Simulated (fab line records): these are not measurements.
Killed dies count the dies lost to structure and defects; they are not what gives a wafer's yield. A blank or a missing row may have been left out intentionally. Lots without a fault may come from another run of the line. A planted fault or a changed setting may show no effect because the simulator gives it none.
2 desks looking at one fault / flow gf180mcu / every desk sees just its own numbers, and what lay behind them comes last

== DESK OF THE TOOL OWNER: litho_track-03 ==
The tool's own readings at GF_POLY_GATE_PEB_08 (peb time 90 s): means of the sampled wafers that have a number, for each lot that ran on this tool. A lot is out of limits, marked OUT, if its mean lies more than 4 standard deviations from the usual mean; the brackets give that distance.
Columns: A = chill_plate_temp_C at GF_POLY_GATE_PEB_08, usual 23.00 C; B = heater_power_total_W at GF_POLY_GATE_PEB_08, usual 85.70 W; C = plate_temp_C at GF_POLY_GATE_PEB_08, usual 134.99 C
lot=L693; first seen here=day 9 12:18; A=22.98; B=85.72; C=135.01
lot=L696; first seen here=day 10 11:07; A=23.01; B=87.14 (+18) OUT; C=134.90
lot=L699; first seen here=day 11 06:52; A=23.05; B=87.80 (+26) OUT; C=134.70
lot=L712; first seen here=day 15 01:23; A=23.01; B=85.72; C=134.91
lot=L715; first seen here=day 15 22:46; A=22.91; B=85.64; C=134.94
This desk's verdict: out of limits on L696, L699, starting with L696 at day 10 11:07 (heater_power_total_W at GF_POLY_GATE_PEB_08). L693, L712, L715 stayed within limits.

== THE METROLOGY DESK ==
Means of the sampled wafers that have a number, per lot and without regard to the tool the lot ran on: this is what the gauges read. A lot is out of limits, marked OUT, if its mean lies more than 4 standard deviations from the usual mean; the brackets give that distance.
Columns: A = cd_nm at GF_STI_CD_MEAS_12, usual 220.1 nm; B = STI_OXIDATION_02_THK at GF_STI_THK_MEAS_30, usual 9.95 nm; C = cd_nm at GF_PSD_CD_MEAS_07, usual 399.5 nm
lot=L693; first seen here=day 2 08:20; A=219.2; B=10.03; C=400.4
lot=L694; first seen here=day 2 14:53; A=220.3; B=9.97; C=399.8
lot=L696; first seen here=day 2 23:26; A=220.8; B=9.86; C=398.8
lot=L699; first seen here=day 3 13:37; A=220.6; B=9.68; C=399.6
lot=L705; first seen here=day 4 20:42; A=220.7; B=10.00; C=402.7
lot=L706; first seen here=day 5 02:02; A=219.2; B=9.95; C=399.5
lot=L707; first seen here=day 5 06:06; A=218.6; B=10.01; C=396.8
lot=L708; first seen here=day 5 12:29; A=219.2; B=10.09; C=397.0
lot=L710; first seen here=day 5 21:26; A=220.6; B=9.95; C=398.8
lot=L711; first seen here=day 6 03:49; A=219.5; B=9.88; C=400.3
lot=L712; first seen here=day 6 08:24; A=220.3; B=10.13; C=398.2
lot=L713; first seen here=day 6 13:16; A=218.7; B=10.07; C=399.0
lot=L714; first seen here=day 6 19:28; A=218.9; B=10.16; C=401.2
lot=L715; first seen here=day 7 00:07; A=221.0; B=9.91; C=399.9
This desk's verdict: no lot among the 14 shows anything out of limits.

== PUT TOGETHER ==
An alarm could have come from the tool owner's desk at day 10 11:07, on L696, L699.
The metrology desk saw nothing out of limits.
The metrology desk holds a record of L696, L699, inside its limits.
The lots listed all ran GF_POLY_GATE_PEB_08 on litho_track-03.

== WHAT WAS PUT IN BY THE SIMULATOR ==
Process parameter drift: litho_track-03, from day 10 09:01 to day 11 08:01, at GF_POLY_GATE_PEB_08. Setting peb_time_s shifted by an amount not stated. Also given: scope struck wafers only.
Struck lots among those shown: L696, L699.
Time in hours from fault onset to the first out-of-limits reading at each desk: the tool owner's desk, 2.
